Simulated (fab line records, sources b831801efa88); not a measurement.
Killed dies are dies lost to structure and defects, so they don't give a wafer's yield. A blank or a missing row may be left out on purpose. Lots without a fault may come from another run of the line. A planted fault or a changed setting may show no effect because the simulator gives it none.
Split-lot experiment | flow sfq_line | 5 lots, 23 wafers read, on a route of 325 steps

THE SPLIT
At SFQ_TRILAYER_M3_LITHO_COAT_080 (resist thk 62 nm), the setting spin_rpm was moved away from the recipe's 3000 rpm on 9 of the 23 wafers read, by -6.6% to +3.1%. The other wafers ran this setting at the recipe's value.

The reading is taken at the split's own step.

THE READING
BARC_of_TRILAYER_M3_LITHO_COAT_080.thk_nm (the simulator's own value, which no gauge read), in nm, at SFQ_TRILAYER_M3_LITHO_COAT_080 (resist thk 62 nm). The file gives no usual value for it. The 14 wafers here that ran the recipe average 62.07 nm, standard deviation 0.12 nm.

wafer  | tool, chamber at the split | spin_rpm as run, rpm | against the recipe | BARC_of_TRILAYER_M3_LITHO_COAT_080.thk_nm, nm | against lot-mates on the recipe
L074.1 | litho_track-03, 0          | 3093                 | +3.1%              | 61.33                                         | -0.76
L074.2 | litho_track-03, 0          | 3000                 | recipe             | 61.98                                         | -
L074.4 | litho_track-03, 0          | 3000                 | recipe             | 62.15                                         | -
L074.5 | litho_track-03, 0          | 3093                 | +3.1%              | 61.18                                         | -0.91
L074.6 | litho_track-03, 0          | 3000                 | recipe             | 62.13                                         | -
L075.1 | litho_track-04, 0          | 3000                 | recipe             | 62.02                                         | -
L075.3 | litho_track-04, 0          | 3000                 | recipe             | 61.96                                         | -
L075.5 | litho_track-04, 0          | 3000                 | recipe             | 62.18                                         | -
L077.2 | litho_track-02, 0          | 2806                 | -6.5%              | 63.99                                         | +2.03
L077.3 | litho_track-02, 0          | 3000                 | recipe             | 61.97                                         | -
L077.5 | litho_track-02, 0          | 3000                 | recipe             | 61.97                                         | -
L077.4 | litho_track-02, 0          | 2806                 | -6.5%              | 64.08                                         | +2.12
L077.6 | litho_track-02, 0          | 3000                 | recipe             | 61.94                                         | -
L078.2 | litho_track-04, 0          | 3000                 | recipe             | 62.03                                         | -
L078.3 | litho_track-04, 0          | 2939                 | -2.0%              | 62.98                                         | +0.98
L078.4 | litho_track-04, 0          | 2939                 | -2.0%              | 62.89                                         | +0.89
L078.5 | litho_track-04, 0          | 2939                 | -2.0%              | 62.78                                         | +0.78
L078.6 | litho_track-04, 0          | 3000                 | recipe             | 61.98                                         | -
L082.1 | litho_track-02, 0          | 2802                 | -6.6%              | 64.23                                         | +2.01
L082.2 | litho_track-02, 0          | 2802                 | -6.6%              | 64.43                                         | +2.21
L082.3 | litho_track-02, 0          | 3000                 | recipe             | 62.25                                         | -
L082.4 | litho_track-02, 0          | 3000                 | recipe             | 62.07                                         | -
L082.6 | litho_track-02, 0          | 3000                 | recipe             | 62.33                                         | -

THE FIT
A straight line over all 23 wafers: BARC_of_TRILAYER_M3_LITHO_COAT_080.thk_nm changes by -0.317 nm for each +1% of spin_rpm; r = -0.99; the points scatter about the line by 0.14 nm.
The same after taking each lot's own level away (the mean of its wafers on the recipe; 23 wafers): -0.316 nm for each +1%; r = -0.99; scatter 0.12 nm.
On that fit, the largest move of spin_rpm shifts the reading by 2.1 nm.
The lots' own levels span 61.960 to 62.217 nm, that is 2.2 times the standard deviation above.
So the lot-to-lot level changes the slope little: the two slopes agree.
Check: with one of the wafers moved furthest among these (-6.6%) left out of the fit, the line predicts +2.17 nm for it against its lot-mates. It came out at +2.01 nm against them.

OTHER SPLITS ON THESE WAFERS
These wafers also went through other splits before the reading. Each is held against what the fit with the lots' levels taken away leaves over:
other split on the same wafers              | wafers away from the commonest value | r with BARC_of_TRILAYER_M3_LITHO_COAT_080.thk_nm (lot level and that fit taken away)
SFQ_TRILAYER_I2_DEP_PECVD_063 time_s        | 5                                    | -0.14
SFQ_TRILAYER_I2_VIA_LITHO_COAT_067 spin_rpm | 6                                    | +0.13
SFQ_TRILAYER_M3_DEP_SPUTTER_073 time_s      | 8                                    | -0.31

THE FILE'S OWN FIT
BARC_of_TRILAYER_M3_LITHO_COAT_080.thk_nm changes by -0.32 nm for each +1% of spin_rpm, r = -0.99.
